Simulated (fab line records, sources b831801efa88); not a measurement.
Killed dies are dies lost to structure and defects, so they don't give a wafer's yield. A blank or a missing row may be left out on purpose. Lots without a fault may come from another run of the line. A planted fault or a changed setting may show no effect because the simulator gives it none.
Which tool did it? | flow gf180mcu | 12 lots, 36 wafers sampled, at 5 steps of a route of 602

WHAT THE GAUGES READ, wafer by wafer
GF_V5_CD_MEAS_14: target cd 260 nm. Usual: cd_nm 260.4 nm, standard deviation 1.1.
lot  | measured     | on        | cd_nm (nm)                          | flag
L966 | day 27 01:46 | cd_sem-01 | 261.6 261.2 261.4                   |
L968 | day 27 21:14 | cd_sem-01 | 258.9 260.6 259.7                   |
L972 | day 29 04:16 | cd_sem-02 | 260.5 260.6 259.9                   |
L973 | day 29 13:04 | cd_sem-02 | 260.1 259.0 260.8                   |
L976 | day 30 08:46 | cd_sem-02 | 263.2 261.8 261.9                   |
L980 | day 31 19:24 | cd_sem-01 | 248.4 249.0 248.0 248.8 249.0 248.0 | OFF
L981 | day 32 00:05 | cd_sem-02 | 248.5 248.9 249.2 248.0 248.8 249.0 | OFF
L982 | day 32 01:28 | cd_sem-02 | 259.7 258.0 259.2                   |
L983 | day 32 05:32 | cd_sem-02 | 246.6 246.4 247.4 246.4 246.7 247.6 | OFF
L986 | day 32 21:56 | cd_sem-01 | 261.0 259.9 258.8                   |
L985 | day 32 23:25 | cd_sem-02 | 260.3 261.9 260.6                   |
L988 | day 33 08:46 | cd_sem-02 | 260.0 259.2 259.3                   |

GF_V5_THK_MEAS_25: measures by xrf. Usual: V5_W_THK 350 nm, standard deviation 7.
lot  | measured     | on            | V5_W_THK (nm) | flag
L966 | day 27 02:57 | film_metro-03 | 364 366 356   |
L968 | day 27 22:24 | film_metro-02 | 355 355 357   |
L972 | day 29 05:26 | film_metro-03 | 350 342 355   |
L973 | day 29 14:14 | film_metro-04 | 342 344 338   |
L976 | day 30 10:01 | film_metro-03 | 356 350 351   |
L980 | day 31 23:46 | film_metro-04 | 334 331 345   |
L981 | day 32 04:46 | film_metro-03 | 360 350 357   |
L982 | day 32 02:40 | film_metro-03 | 345 354 345   |
L983 | day 32 10:46 | film_metro-04 | 353 342 355   |
L986 | day 32 23:05 | film_metro-04 | 355 350 350   |
L985 | day 33 00:36 | film_metro-04 | 351 347 350   |
L988 | day 33 09:58 | film_metro-02 | 355 357 363   |

WHICH TOOL RAN EACH LOT (tool, then ch and the chambers of the sampled wafers, then the start)
lot  | GF_M5_METAL_ETCH_10               | GF_V5_SOFTBAKE_10                 | GF_V5_SPUTTER_21
L966 | rie_metal-04 ch 0,1, day 26 04:44 | litho_track-02 ch 0, day 26 16:00 | pvd_sputter-02, day 27 02:37
L968 | rie_metal-02 ch 0,1, day 27 00:14 | litho_track-03 ch 0, day 27 11:00 | pvd_sputter-04, day 27 22:04
L972 | rie_metal-03 ch 0,1, day 28 08:11 | litho_track-02 ch 0, day 28 18:00 | pvd_sputter-03, day 29 05:04
L973 | rie_metal-03 ch 0,1, day 28 16:44 | litho_track-04 ch 0, day 29 03:00 | pvd_sputter-02, day 29 13:52
L976 | rie_metal-04 ch 0,1, day 29 13:03 | litho_track-04 ch 0, day 29 23:00 | pvd_sputter-04, day 30 09:38
L980 | rie_metal-02 ch 0,1, day 31 01:14 | litho_track-02 ch 0, day 31 10:00 | pvd_sputter-02, day 31 23:17
L981 | rie_metal-02 ch 0,1, day 31 04:53 | litho_track-02 ch 0, day 31 14:00 | pvd_sputter-04, day 32 04:22
L982 | rie_metal-04 ch 0,1, day 31 06:45 | litho_track-03 ch 0, day 31 16:00 | pvd_sputter-02, day 32 02:19
L983 | rie_metal-02 ch 0,1, day 31 11:15 | litho_track-02 ch 0, day 31 21:00 | pvd_sputter-02, day 32 10:25
L986 | rie_metal-04 ch 0,1, day 32 04:16 | litho_track-04 ch 0, day 32 13:00 | pvd_sputter-03, day 32 22:43
L985 | rie_metal-04 ch 0,1, day 32 05:44 | litho_track-03 ch 0, day 32 15:00 | pvd_sputter-02, day 33 00:14
L988 | rie_metal-02 ch 0,1, day 32 15:23 | litho_track-03 ch 0, day 33 00:00 | pvd_sputter-03, day 33 09:38
- GF_M5_METAL_ETCH_10: etches the open film in Cl2/BCl3, stops on SiO2, target depth 627.5 nm, time 104.6 s.
- GF_V5_SOFTBAKE_10: time 60 s.
- GF_V5_SPUTTER_21: material Ti, target thk 15 nm, time 80.02 s.

WHAT THE TOOLS THEMSELVES READ (means of the sampled wafers that have a number; where no wafer has one, the mark that the record gives instead)
GF_M5_METAL_ETCH_10. Usual: bias_w 140.0 W, standard deviation 0.39; drypump_motor_current_A 5.6 A, standard deviation 0.32; oes_product_au 0.970 a.u., standard deviation 0.0076; rf_fwd_power_W 795.8 W, standard deviation 2.3; throttle_valve_pct 28.252 %, standard deviation 0.012.
lot  | tool         | bias_w (W) | drypump_motor_current_A (A) | oes_product_au (a.u.) | rf_fwd_power_W (W) | throttle_valve_pct (%) | flag
L966 | rie_metal-04 | 139.9      | 5.2                         | 0.972                 | 795.1              | 28.251                 |
L968 | rie_metal-02 | 140.2      | 5.8                         | 0.982                 | 796.1              | 28.252                 |
L972 | rie_metal-03 | 139.7      | 5.7                         | 0.972                 | 795.6              | 28.255                 |
L973 | rie_metal-03 | 140.2      | 5.7                         | 0.967                 | 797.2              | 28.240                 |
L976 | rie_metal-04 | 140.0      | 5.2                         | 0.967                 | 794.9              | 28.249                 |
L980 | rie_metal-02 | 139.8      | 5.9                         | 0.971                 | 796.0              | 28.265                 |
L981 | rie_metal-02 | 140.2      | 5.9                         | 0.969                 | 795.7              | 28.250                 |
L982 | rie_metal-04 | 140.2      | 5.3                         | 0.968                 | 795.4              | 28.250                 |
L983 | rie_metal-02 | 139.6      | 5.9                         | 0.956                 | 794.8              | 28.274                 |
L986 | rie_metal-04 | 139.8      | 5.4                         | 0.970                 | 797.5              | 28.249                 |
L985 | rie_metal-04 | 140.0      | 5.4                         | 0.971                 | 795.5              | 28.254                 |
L988 | rie_metal-02 | 140.2      | 5.8                         | 0.971                 | 797.6              | 28.257                 |

GF_V5_SOFTBAKE_10. Usual: heater_power_total_W 93.05 W, standard deviation 0.054; run_length_s 89.09 s, standard deviation 0.25.
lot  | tool           | heater_power_total_W (W) | run_length_s (s) | flag
L966 | litho_track-02 | 93.05                    | 88.77            |
L968 | litho_track-03 | 93.09                    | 89.05            |
L972 | litho_track-02 | 93.00                    | 88.85            |
L973 | litho_track-04 | 93.06                    | 89.42            |
L976 | litho_track-04 | 93.02                    | 89.40            |
L980 | litho_track-02 | 119.89                   | 55.74            | OFF
L981 | litho_track-02 | 119.86                   | 55.81            | OFF
L982 | litho_track-03 | 93.02                    | 89.10            |
L983 | litho_track-02 | 119.87                   | 55.70            | OFF
L986 | litho_track-04 | 93.04                    | 89.37            |
L985 | litho_track-03 | 93.07                    | 89.17            |
L988 | litho_track-03 | 93.09                    | 89.16            |

GF_V5_SPUTTER_21. Usual: throttle_valve_pct 30.4 %, standard deviation 1.1.
lot  | tool           | throttle_valve_pct (%) | flag
L966 | pvd_sputter-02 | 29.9                   |
L968 | pvd_sputter-04 | 30.5                   |
L972 | pvd_sputter-03 | 31.1                   |
L973 | pvd_sputter-02 | 30.3                   |
L976 | pvd_sputter-04 | 29.7                   |
L980 | pvd_sputter-02 | 30.5                   |
L981 | pvd_sputter-04 | 30.3                   |
L982 | pvd_sputter-02 | 30.1                   |
L983 | pvd_sputter-02 | 29.9                   |
L986 | pvd_sputter-03 | 31.4                   |
L985 | pvd_sputter-02 | 30.4                   |
L988 | pvd_sputter-03 | 29.9                   |

THE ANSWER, worked out from the rows above alone
Rule: a lot is off if the mean of its wafers that have a number lies more than 3 standard deviations from the usual mean. A lot without any number at a reading at which 4 lots or more have one is off too. The other lots that the step has rows for count as sound. The gauges are gone through in route order, then the tools' own readings, and for those a lot's mean is taken as printed above. The first step at which some lot is off is used, and at that step the reading that is off furthest; a lot without a number counts as furthest.
Off: L980, L981, L983, at GF_V5_CD_MEAS_14 (cd_nm).
A tool fits if, at a process step before that reading, it ran every lot that is off, and no sound lot after the first of them. The gauges at GF_V5_CD_MEAS_14 aren't tried: what is off there is off at GF_V5_SOFTBAKE_10 too, on other tools, and a gauge's error can't cause that. One fits: litho_track-02 at GF_V5_SOFTBAKE_10. Its last sound lot is L972 (day 28 18:00), its first lot that is off L980 (day 31 10:00): a fault that began between those two fits.
The tool's own readings at GF_V5_SOFTBAKE_10 bear it out: on the lots that are off they differ by more than 5 times the standard deviation of the sound lots' means. heater_power_total_W reads 119.87 W there against 93.05 W on the sound lots; run_length_s reads 55.75 s there against 89.14 s on the sound lots.

WHAT THE SIMULATOR HAD PUT IN
Process parameter drift: litho_track-02, from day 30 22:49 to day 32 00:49, at GF_V5_SOFTBAKE_10. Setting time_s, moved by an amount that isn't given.
Lots struck among those shown: L980, L981, L983. The rule above found the same.
